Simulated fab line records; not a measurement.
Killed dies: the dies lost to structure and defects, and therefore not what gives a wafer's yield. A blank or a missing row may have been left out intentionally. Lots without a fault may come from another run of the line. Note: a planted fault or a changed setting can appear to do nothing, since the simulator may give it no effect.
Shared-tool check :: flow sfq-line :: 12 lots and 36 wafers in the sample

== REASON FOR OPENING ==
SFQ_M7_OVL_MEAS_945, reading M7_OVL: flagged on 4 of 12 lots. Fault-free wafers read -1 nm, with a standard deviation of 5.3.
Rule: a lot is flagged in two cases, either no wafer of it has a number, or all its wafers with numbers fall more than 4 standard deviations from that mean. All remaining lots are regarded as sound.

lot: L713
measured: day 62 12:14
on: overlay-01
M7_OVL (nm), wafer by wafer: -4 -7 -5
flag: 

lot: L714
measured: day 62 19:26
on: overlay-01
M7_OVL (nm), wafer by wafer: 2 0 10
flag: 

lot: L715
measured: day 63 02:38
on: overlay-01
M7_OVL (nm), wafer by wafer: -1 4 5
flag: 

lot: L716
measured: day 63 14:28
on: overlay-01
M7_OVL (nm), wafer by wafer: 46 46 49
flag: FLAGGED

lot: L717
measured: day 64 01:02
on: overlay-01
M7_OVL (nm), wafer by wafer: 43 47 47
flag: FLAGGED

lot: L718
measured: day 64 12:50
on: overlay-02
M7_OVL (nm), wafer by wafer: 53 50 49
flag: FLAGGED

lot: L719
measured: day 64 21:14
on: overlay-02
M7_OVL (nm), wafer by wafer: 57 59 57
flag: FLAGGED

lot: L721
measured: day 65 15:17
on: overlay-01
M7_OVL (nm), wafer by wafer: 10 3 4
flag: 

lot: L733
measured: day 71 17:43
on: overlay-01
M7_OVL (nm), wafer by wafer: -6 0 -1
flag: 

lot: L734
measured: day 71 18:55
on: overlay-02
M7_OVL (nm), wafer by wafer: 3 0 -6
flag: 

lot: L735
measured: day 71 21:20
on: overlay-02
M7_OVL (nm), wafer by wafer: -10 -3 -10
flag: 

lot: L736
measured: day 72 00:56
on: overlay-01
M7_OVL (nm), wafer by wafer: 4 7 8
flag: 
Average over the flagged lots: 50 nm; offset from the usual +51 nm, equal to +10 standard deviations.

== EACH LOT AND THE TOOL IT RAN ON ==
2 process steps preceding the reading are held in the record, out of 325 steps in the route. Each cell gives the tool, then ch followed by the chambers the sampled wafers passed through, then the start.
lot: L713
flag: 
SFQ_TRILAYER_M6_BARC_OPEN_METAL_ETCH_206: rie-metal-03 ch 0,1, day 56 15:16
SFQ_TRILAYER_M7_LITHO_EXPOSE_178: krf-scanner-02 ch 0, day 62 10:44

lot: L714
flag: 
SFQ_TRILAYER_M6_BARC_OPEN_METAL_ETCH_206: rie-metal-01 ch 0, day 56 23:40
SFQ_TRILAYER_M7_LITHO_EXPOSE_178: krf-scanner-02 ch 0, day 62 18:08

lot: L715
flag: 
SFQ_TRILAYER_M6_BARC_OPEN_METAL_ETCH_206: rie-metal-01 ch 1, day 57 06:52
SFQ_TRILAYER_M7_LITHO_EXPOSE_178: krf-scanner-02 ch 0, day 63 01:20

lot: L716
flag: FLAGGED
SFQ_TRILAYER_M6_BARC_OPEN_METAL_ETCH_206: rie-metal-02 ch 0,1, day 57 15:25
SFQ_TRILAYER_M7_LITHO_EXPOSE_178: krf-scanner-02 ch 0, day 63 12:58

lot: L717
flag: FLAGGED
SFQ_TRILAYER_M6_BARC_OPEN_METAL_ETCH_206: rie-metal-02 ch 0,1, day 58 03:05
SFQ_TRILAYER_M7_LITHO_EXPOSE_178: krf-scanner-02 ch 0, day 63 23:56

lot: L718
flag: FLAGGED
SFQ_TRILAYER_M6_BARC_OPEN_METAL_ETCH_206: rie-metal-03 ch 0,1, day 58 09:04
SFQ_TRILAYER_M7_LITHO_EXPOSE_178: krf-scanner-02 ch 0, day 64 11:20

lot: L719
flag: FLAGGED
SFQ_TRILAYER_M6_BARC_OPEN_METAL_ETCH_206: rie-metal-03 ch 0,1, day 58 16:16
SFQ_TRILAYER_M7_LITHO_EXPOSE_178: krf-scanner-02 ch 0, day 64 19:44

lot: L721
flag: 
SFQ_TRILAYER_M6_BARC_OPEN_METAL_ETCH_206: rie-metal-01 ch 0,1, day 59 17:07
SFQ_TRILAYER_M7_LITHO_EXPOSE_178: krf-scanner-01 ch 0, day 65 13:59

lot: L733
flag: 
SFQ_TRILAYER_M6_BARC_OPEN_METAL_ETCH_206: rie-metal-03 ch 0, day 62 05:19
SFQ_TRILAYER_M7_LITHO_EXPOSE_178: krf-scanner-01 ch 0, day 71 16:13

lot: L734
flag: 
SFQ_TRILAYER_M6_BARC_OPEN_METAL_ETCH_206: rie-metal-03 ch 0, day 62 07:28
SFQ_TRILAYER_M7_LITHO_EXPOSE_178: krf-scanner-01 ch 0, day 71 17:25

lot: L735
flag: 
SFQ_TRILAYER_M6_BARC_OPEN_METAL_ETCH_206: rie-metal-01 ch 0,1, day 62 11:05
SFQ_TRILAYER_M7_LITHO_EXPOSE_178: krf-scanner-01 ch 0, day 71 20:13

lot: L736
flag: 
SFQ_TRILAYER_M6_BARC_OPEN_METAL_ETCH_206: rie-metal-02 ch 1, day 62 18:18
SFQ_TRILAYER_M7_LITHO_EXPOSE_178: krf-scanner-01 ch 0, day 71 23:49
What the steps here do:
- SFQ_TRILAYER_M6_BARC_OPEN_METAL_ETCH_206: etches BARC in O2, target depth 125 nm, time 41.7 s.
- SFQ_TRILAYER_M7_LITHO_EXPOSE_178: exposes mask M7, target cd 500 nm.
- SFQ_M7_OVL_MEAS_945

== FLAGGED OVER TOTAL, TOOL BY TOOL (the gauges that took the reading come last) ==
step: SFQ_TRILAYER_M6_BARC_OPEN_METAL_ETCH_206
tool: rie-metal-01
lots run: 4
flagged: 0
share of the flagged lots: none
sound lots run after its first flagged lot: -

step: SFQ_TRILAYER_M6_BARC_OPEN_METAL_ETCH_206
tool: rie-metal-02
lots run: 3
flagged: 2
share of the flagged lots: some
sound lots run after its first flagged lot: 1 (L736)

step: SFQ_TRILAYER_M6_BARC_OPEN_METAL_ETCH_206
tool: rie-metal-03
lots run: 5
flagged: 2
share of the flagged lots: some
sound lots run after its first flagged lot: 2 (L733,L734)

step: SFQ_TRILAYER_M7_LITHO_EXPOSE_178
tool: krf-scanner-01
lots run: 5
flagged: 0
share of the flagged lots: none
sound lots run after its first flagged lot: -

step: SFQ_TRILAYER_M7_LITHO_EXPOSE_178
tool: krf-scanner-02
lots run: 7
flagged: 4
share of the flagged lots: all
sound lots run after its first flagged lot: 0

step: SFQ_M7_OVL_MEAS_945
tool: overlay-01
lots run: 8
flagged: 2
share of the flagged lots: some
sound lots run after its first flagged lot: 3 (L721,L733,L736)

step: SFQ_M7_OVL_MEAS_945
tool: overlay-02
lots run: 4
flagged: 2
share of the flagged lots: some
sound lots run after its first flagged lot: 2 (L734,L735)

== THE TABLE: WHAT IT ALLOWS ==
All flagged lots share 1 row of the table, namely krf-scanner-02 at SFQ_TRILAYER_M7_LITHO_EXPOSE_178.
- krf-scanner-02 at SFQ_TRILAYER_M7_LITHO_EXPOSE_178 ran 7 lots, 4 of them flagged. Its last sound lot is L715 (day 63 01:20), its first flagged lot L716 (day 63 12:58): a fault that began between those two fits.
Left over: one tool, krf-scanner-02 at SFQ_TRILAYER_M7_LITHO_EXPOSE_178.

== WHAT THE SIMULATOR PUT IN ==
Scanner matching overlay: krf-scanner-02, from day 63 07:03 on, at SFQ_TRILAYER_M7_LITHO_EXPOSE_178. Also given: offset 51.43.
Shown lots that were struck: L716, L717, L718, L719. The rule above reached the same finding.
